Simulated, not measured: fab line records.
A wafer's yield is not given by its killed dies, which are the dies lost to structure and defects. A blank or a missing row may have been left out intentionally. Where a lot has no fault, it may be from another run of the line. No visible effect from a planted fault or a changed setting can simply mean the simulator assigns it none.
Chamber matching -- flow gf180mcu -- GF_V4_CMP_04 on cmp-01: 4 sister chambers
The step polishes SiO2. 4 wafers are shown with their chamber, then 8 later ones without.

## WAFERS WITH THEIR CHAMBER
wafer,chamber,motor-current-A (A)
L383.1,2,12.0
L383.3,0,11.4
L383.4,1,11.3
L386.1,3,14.3

## WAFERS WITHOUT THEIR CHAMBER
wafer,motor-current-A (A)
L386.3,11.6
L386.6,11.6
L387.2,10.7
L387.3,11.4
L387.4,11.8
L388.1,11.9
L388.4,11.1
L388.6,13.4

## WHICH CHAMBER EACH ONE RAN IN
wafer,from the rows above,in truth
L386.3,can't be placed: 0 or 1 or 2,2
L386.6,can't be placed: 0 or 1 or 2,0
L387.2,can't be placed: 1 or 0 or 2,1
L387.3,can't be placed: 0 or 1 or 2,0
L387.4,can't be placed: 2 or 0 or 1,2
L388.1,can't be placed: 2 or 0 or 1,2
L388.4,can't be placed: 1 or 0 or 2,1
L388.6,can't be placed: 3 or 2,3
Placed correctly: 0 of 8. Cannot be placed on the basis of these rows: 8; the candidates contain the true chamber in 8. Wrongly placed: 0.
How it was worked out, from the rows above alone: a wafer's distance from a chamber is the root of the sum, over the readings, of the square of ((its reading less the chamber's mean) divided by the reading's scatter). If the next closest chamber is less than 2 further off than the closest, the wafer can't be placed; otherwise it belongs to the closest. For every chamber, the mean is computed from those of its wafers that are shown. The scatter: with one shown wafer a chamber, the root of the mean of the squares of how far each hidden wafer lies from its nearest shown one.
